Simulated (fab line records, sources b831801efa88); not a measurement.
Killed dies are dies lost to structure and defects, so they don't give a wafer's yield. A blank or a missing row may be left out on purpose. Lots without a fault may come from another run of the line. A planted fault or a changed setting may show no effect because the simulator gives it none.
A struck lot beside a sound one | flow sky130 | 19 steps out of a route of 708
Sound: wafers L561.1, L561.2, L561.5. Struck: wafers L574.1, L574.4, L574.5. The cause comes at the end.
At each step with rows: each side's tool, then ch and its chambers, then its first start. Under that, the readings that differ: sound wafers | struck wafers | difference of the means | sigmas: that difference in standard deviations of wafers without a fault.
alike: readings whose means differ by less than 2 such deviations, and words and numbers that are the same on both sides. not compared: withheld readings, readings that some wafer has no value for, bounds like >300 that may hide the same value, and numbers for which the record gives no deviation and whose values overlap.
The two part at a step that has a row with sigmas, a row that says differs or no value, or rows on one side only. Numbers that don't overlap but have no deviation are shown without sigmas and don't part them. A reading that every wafer of one side lacks parts them only if that side has two wafers or more.

SKY_METAL2_SPUTTER_00: material Ti, target thk 15 nm, time 10 s.
  sound on pvd_sputter-03, day 36 13:07; struck on pvd_sputter-03, day 39 18:14
  alike: throttle_valve_pct
then, 1 step without rows for these wafers: SKY_METAL2_SPUTTER_01 (material TiN, target thk 20 nm, time 16.7 s).
SKY_METAL2_SPUTTER_02: material AlCu, target thk 250 nm, time 13.3 s.
  sound on pvd_sputter-03, day 36 13:10; struck on pvd_sputter-03, day 39 18:17
  alike: throttle_valve_pct
SKY_METAL2_SPUTTER_03: material Ti, target thk 5 nm, time 3.3 s.
  sound on pvd_sputter-03, day 36 13:11; struck on pvd_sputter-03, day 39 18:18
  alike: throttle_valve_pct
SKY_METAL2_SPUTTER_04: material TiN, target thk 70 nm, time 58.3 s.
  sound on pvd_sputter-03, day 36 13:12; struck on pvd_sputter-03, day 39 18:19
  alike: throttle_valve_pct
SKY_METAL2_RS_MEAS_05: measures by four-point-probe.
  sound on film_metro-02, day 36 13:15; struck on film_metro-02, day 39 18:22
  alike: METAL2_ALCU_RS
SKY_METAL2_THK_MEAS_06: measures by xrf.
  sound on film_metro-02, day 36 13:22; struck on film_metro-02, day 39 18:29
  alike: METAL2_ALCU_THK
then, 5 steps without rows for these wafers: SKY_METAL2_DEHYDRATE_07 (time 60 s); SKY_METAL2_HMDS_08 (prime time 60 s); SKY_METAL2_COAT_09 (resist thk 60 nm); SKY_METAL2_COAT_10 (resist thk 450 nm); SKY_METAL2_SOFTBAKE_11 (time 90 s).
SKY_METAL2_EXPOSE_12: exposes mask MM2, target cd 140 nm.
  sound on krf_scanner-01 ch 0, day 37 01:47; struck on krf_scanner-02 ch 0, day 40 06:44
  reading                        | sound             | struck            | difference | sigmas
  model.METAL2.overlay_x_nm (nm) | 8.028 8.028 8.028 | 35.64 35.64 35.64 | +27.61     |
  alike: mask, stage_vel_mm_s
then, 2 steps without rows for these wafers: SKY_METAL2_PEB_13; SKY_METAL2_DEVELOP_14 (develop time 58.2 s).
SKY_METAL2_CD_MEAS_15: target cd 140 nm.
  sound on cd_sem-01, day 37 14:23; struck on cd_sem-01, day 40 18:36
  alike: cd_nm
SKY_METAL2_OVL_MEAS_16:
  sound on overlay-02, day 37 14:31; struck on overlay-01, day 40 18:43
  reading         | sound    | struck   | difference | sigmas
  METAL2_OVL (nm) | -1 -3 -6 | 42 39 33 | +41        | +7
SKY_METAL2_DESCUM_17: chemistry O2, time 8 s.
  sound on rie_metal-01 ch 0,1, day 37 14:33; struck on rie_metal-02 ch 0,1, day 40 18:45
  alike: drypump_motor_current_A, oes_product_au, temp_c
  not compared: rf_hours_counter_h
-- the record jumps here: 9 days lie between the struck wafers' starts before and after (it left off in module METAL2 and takes up again in module PAD_OPEN, whose first step shown is number 708 of the route) --
SKY_PAD_OPEN_PROBE_99:
  the record has rows for the struck wafers here (prober-02, day 50 03:01) and none for the sound ones

WHERE THEY PART
First at SKY_METAL2_OVL_MEAS_16; last, within this record, at SKY_PAD_OPEN_PROBE_99.

WHY: what the simulator had put in
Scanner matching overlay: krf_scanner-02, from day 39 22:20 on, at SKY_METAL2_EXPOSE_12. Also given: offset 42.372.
